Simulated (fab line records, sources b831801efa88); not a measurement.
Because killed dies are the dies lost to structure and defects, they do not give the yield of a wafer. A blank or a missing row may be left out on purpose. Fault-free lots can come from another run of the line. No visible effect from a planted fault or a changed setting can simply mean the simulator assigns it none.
The tool behind it: which one? -- flow sky130 -- Sampling: 6 lots, 18 wafers, 2 of 708 route steps

## WHAT EACH GAUGE READ, for each wafer
SKY_NWELL_TW_MEAS_26.
lot,measured,on,NWELL_2_TW
L406,day 5 19:59,film metro-01,495 497 500
L409,day 6 14:12,film metro-02,497 496 497
L412,day 7 05:39,film metro-03,491 492 494
L423,day 10 05:20,film metro-03,552 549 552 555 549 553
L425,day 10 18:53,film metro-03,491 492 492
L427,day 11 03:18,film metro-02,497 499 498

## WHAT TOOL EACH LOT RAN ON (gives the tool, then ch and the chambers of the sampled wafers, and finally the start)
lot,SKY_NWELL_IMPLANT_24
L406,"implanter-01 ch 0, day 5 19:44"
L409,"implanter-03 ch 0, day 6 13:57"
L412,"implanter-03 ch 0, day 7 05:24"
L423,"implanter-03 ch 0, day 10 05:08"
L425,"implanter-04 ch 0, day 10 18:39"
L427,"implanter-04 ch 0, day 11 03:03"
- SKY_NWELL_IMPLANT_24

## THE ANSWER, worked out from the rows above alone
Rule: the lots themselves supply what counts as usual. Put in order of their means at a reading, lots are off if they are a third of the lots or fewer, leave a main group of 4 or more, and stand apart from it by a gap of 3 or more times the standard deviation of the main group's means; of several such gaps the widest counts. Not used: any main group whose means are identical at the precision the tables above print for the reading. A lot without any number at a reading at which 4 lots or more have one is off too. Where the step has rows for the other lots, those lots are counted as sound.
Off: at SKY_NWELL_TW_MEAS_26 (NWELL_2_TW), L423. The main group: mean 495, standard deviation 2.7.
A tool fits if, at a process step before that reading, it ran every lot that is off, and no sound lot after the first of them. Those tools and the gauges at SKY_NWELL_TW_MEAS_26 are tried in the same way. One fits: SKY_NWELL_IMPLANT_24 on implanter-03. Its last sound lot is L412 (day 7 05:24), its first lot that is off L423 (day 10 05:08): a fault that began between those two fits.

## WHAT HAD BEEN PUT IN BY THE SIMULATOR
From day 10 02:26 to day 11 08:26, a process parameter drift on implanter-03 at SKY_NWELL_IMPLANT_24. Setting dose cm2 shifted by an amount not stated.
Shown lots that were struck: L423. The same result came from the rule above.
